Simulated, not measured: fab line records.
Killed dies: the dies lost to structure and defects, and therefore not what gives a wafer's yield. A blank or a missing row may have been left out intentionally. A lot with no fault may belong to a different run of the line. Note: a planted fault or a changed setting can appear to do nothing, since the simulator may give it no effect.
Chamber matching	flow gf180mcu	cmp-01 running GF_V4_CMP_26: 4 sister chambers
The step polishes, stops on SiO2, t overpolish 15 s, target thk 0 nm. 7 wafers are shown with their chamber, then 9 later ones without.

WAFERS WITH THEIR CHAMBER
wafer	chamber	motor-current-A (A)	time-to-endpoint-s (s)
L728.6	1	10.6	85.9
L729.1	3	10.5	88.8
L729.2	2	9.7	91.1
L729.4	1	10.8	89.3
L730.2	2	10.6	85.8
L730.4	3	10.0	86.8
L730.5	0	12.1	84.2

WAFERS WHOSE CHAMBER IS MISSING
wafer	motor-current-A (A)	time-to-endpoint-s (s)
L732.1	10.0	89.2
L732.2	11.8	86.8
L732.6	9.9	88.7
L735.2	10.5	84.9
L735.4	11.4	84.1
L735.5	11.7	83.2
L738.1	11.5	85.8
L738.2	10.0	86.2
L738.5	10.4	87.0

WHICH CHAMBER EACH WENT THROUGH
wafer	from the rows above	in truth
L732.1	can't be placed: 2 or 3 or 1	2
L732.2	can't be placed: 0 or 1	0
L732.6	can't be placed: 2 or 3 or 1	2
L735.2	can't be placed: 1 or 3 or 2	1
L735.4	can't be placed: 0 or 1 or 3 or 2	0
L735.5	can't be placed: 0 or 1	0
L738.1	can't be placed: 0 or 1 or 3 or 2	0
L738.2	can't be placed: 3 or 2 or 1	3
L738.5	can't be placed: 3 or 1 or 2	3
Placed correctly: 0 of 9. Can't be placed from these rows: 9 (the true chamber is among the candidates in 9). Placed wrongly: 0.
How it was worked out, from the rows above alone: a wafer's distance from a chamber is the root of the sum, over the readings, of the square of ((its reading less the chamber's mean) divided by the reading's scatter). The wafer belongs to the nearest chamber; if the next one is less than 2 further off, it can't be placed. For every chamber, the mean is computed from those of its wafers that are shown. The scatter: the root of (the sum of the squares of (reading less its chamber's mean) over the shown wafers, divided by (wafers less chambers)).
